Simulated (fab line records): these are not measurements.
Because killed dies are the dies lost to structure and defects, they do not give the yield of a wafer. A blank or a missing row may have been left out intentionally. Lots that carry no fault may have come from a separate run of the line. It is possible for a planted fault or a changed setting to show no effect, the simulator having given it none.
One fault seen from 2 desks    flow sky130    only its own numbers are on each desk; what lay behind them is given at the end

THE TOOL OWNER'S DESK: litho_track-04
The tool's own readings at SKY_NWELL_DEVELOP_22 (develop time 60 s): means of the sampled wafers that have a number, for each lot that ran on this tool. The brackets show how far a lot's mean lies from the usual mean; more than 4 standard deviations puts the lot out of limits, marked OUT.
Columns: A = developer_temp_C at SKY_NWELL_DEVELOP_22, usual 22.99 C
lot   first seen here  A
L743  day 6 09:00      22.97
L744  day 6 18:00      23.04
L750  day 8 12:00      22.97
L757  day 10 04:00     22.01 (-9.9) OUT
L758  day 10 15:00     21.99 (-10) OUT
This desk's verdict: out of limits on L757, L758, starting with L757 at day 10 04:00 (developer_temp_C at SKY_NWELL_DEVELOP_22). Within limits: L743, L744, L750.

METROLOGY DESK
What the gauges read for every lot (on any tool): the sampled wafers with a number, averaged. The brackets show how far a lot's mean lies from the usual mean; more than 4 standard deviations puts the lot out of limits, marked OUT.
Columns: A = FIELD_ISO_OXIDATION_00_THK at SKY_FIELD_ISO_THK_MEAS_02, usual 12.09 nm; B = VT_ADJUST_HVTP_OVL at SKY_VT_ADJUST_HVTP_OVL_MEAS_08, usual 0.0 nm
lot   first seen here  A      B
L738  day 1 12:34      12.17  -0.0
L739  day 1 16:39      11.66  0.5
L740  day 1 22:22      11.91  0.6
L743  day 2 14:44      12.58  1.0
L744  day 2 21:49      11.90  -1.5
L745  day 3 02:05      12.18  -0.5
L748  day 3 13:39      12.05  3.4
L750  day 4 02:57      12.09  0.4
L757  day 5 11:04      12.27  -0.3
L759  day 5 20:45      12.46  -2.4
L758  day 5 20:46      12.19  -0.4
L760  day 6 07:44      11.89  -0.7
L761  day 6 07:44      12.15  0.6
This desk found nothing out of limits on any of the 13 lots.

BROUGHT TOGETHER
An alarm could have come from the tool owner's desk at day 10 04:00, on L757, L758.
From the metrology desk's view, nothing was out of limits.
The metrology desk has L757, L758 on record, within its limits.
On litho_track-04, each named lot ran SKY_NWELL_DEVELOP_22.

WHAT THE SIMULATOR HAD INSERTED
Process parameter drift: litho_track-04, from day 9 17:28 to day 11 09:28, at SKY_NWELL_DEVELOP_22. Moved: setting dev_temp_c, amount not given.
Shown lots that were struck: L757, L758.
Hours from the fault's start to each desk's first reading out of limits: the tool owner's desk, 11.
